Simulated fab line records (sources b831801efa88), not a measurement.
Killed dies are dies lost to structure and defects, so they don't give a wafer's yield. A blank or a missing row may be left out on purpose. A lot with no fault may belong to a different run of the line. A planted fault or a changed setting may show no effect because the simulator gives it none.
A struck lot beside a sound one | flow gf180mcu | 15 out of 602 route steps
Sound: these wafers, L604.1, L604.5, L604.6. Struck: wafer L596.1 (L596.2, L596.3, from the same lot, were not struck and are left out); the cause is given at the end.
Order at every step that has rows: each side's tool, ch and its chambers, its first start. Under that, the readings that differ: sound wafers | struck wafers | difference of the means | sigmas: that difference in standard deviations of wafers without a fault.
alike: readings with means less than 2 such deviations apart, plus words and numbers identical on both sides. not compared: withheld readings, readings lacking a value on some wafer, bounds such as >300 that could conceal the same value, and numbers that have no deviation in the record and whose values overlap.
The two part at a step that has a row with sigmas, a row that says differs or no value, or rows on one side only. Non-overlapping numbers with no deviation appear without sigmas and do not part them. A reading that every wafer of one side lacks parts them only if that side has two wafers or more.

GF_MIM_SPUTTER_07: material TiN, target thk 60 nm, time 50 s.
  sound on pvd sputter-04 at day 28 18:20; struck on pvd sputter-02 at day 26 00:42
  alike: cathode dc power W, throttle valve pct
GF_MIM_SPUTTER_08: material AlCu, target thk 200 nm, time 10.6 s.
  sound on pvd sputter-04 at day 28 18:23; struck on pvd sputter-02 at day 26 00:44
  alike: cathode dc power W, throttle valve pct
GF_MIM_SPUTTER_09: material TiN, target thk 35 nm, time 29.2 s.
  sound on pvd sputter-04 at day 28 18:25; struck on pvd sputter-02 at day 26 00:46
  alike: cathode dc power W, throttle valve pct
GF_MIM_RS_MEAS_10: uses a four-point probe to measure.
  sound on film metro-03 at day 28 18:26; struck on film metro-03 at day 26 00:48
  alike: MIM_ALCU_RS
GF_MIM_THK_MEAS_11: measures by xrf.
  sound on film metro-03 at day 28 18:34; struck on film metro-03 at day 26 00:55
  alike: MIM_ALCU_THK
then, 7 steps without rows for these wafers: GF_MIM_DEHYDRATE_12 (time 60 s); GF_MIM_HMDS_13 (prime time 60 s); GF_MIM_COAT_14 (resist thk 1000 nm); GF_MIM_SOFTBAKE_15 (time 60 s); GF_MIM_EXPOSE_16 (exposes mask FuseTop, target cd 2000 nm); GF_MIM_PEB_17; GF_MIM_DEVELOP_18 (develop time 60 s).
GF_MIM_METAL_ETCH_19: etches the open film in Cl2/BCl3, stops on Si3N4, target depth 324.5 nm, time 54.1 s.
  sound on rie metal-02 ch 0,1, day 29 13:14; struck on rie metal-03 ch 0, day 26 21:28
  reading                                  | sound                | struck | difference | sigmas
  oes product au (a.u.)                    | 0.946 0.945 0.952    | 0.920  | -0.028     | -4
  run length s (s)                         | 82.1 82.0 82.0       | 84.5   | +2.5       | +4
  throttle valve pct (%)                   | 28.278 28.287 28.277 | 28.303 | +0.022     | +2
  model.NOVOLAK_of_MIM_COAT_14.thk nm (nm) | 866.8 871 865.4      | 863.7  | -4.0       |
  alike: drypump motor current A
  not compared: rf hours counter h
GF_MIM_STRIP_20: strips in O2/N2.
  sound on plasma asher-04 ch 0,1, day 29 13:18; struck on plasma asher-04 ch 1, day 26 21:32
  alike: drypump motor current A, heater power w, oes product au, strip time to endpoint s
  not compared: rf hours counter h
-- the record jumps here: 4 days lie between the struck wafers' starts before and after (it left off in module MIM and takes up again in module PASSIVATION, whose first step shown is number 602 of the route) --
GF_PASSIVATION_PROBE_99:
  record: rows for the struck wafers here (prober-01, day 30 10:41), none for the sound ones

== WHERE THEY PART ==
At GF_MIM_METAL_ETCH_19 first; at GF_PASSIVATION_PROBE_99 last (within this record only).

WHY: what the simulator had put in
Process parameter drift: rie metal-03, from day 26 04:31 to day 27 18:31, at GF_MIM_METAL_ETCH_19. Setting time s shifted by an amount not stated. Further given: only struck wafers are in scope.
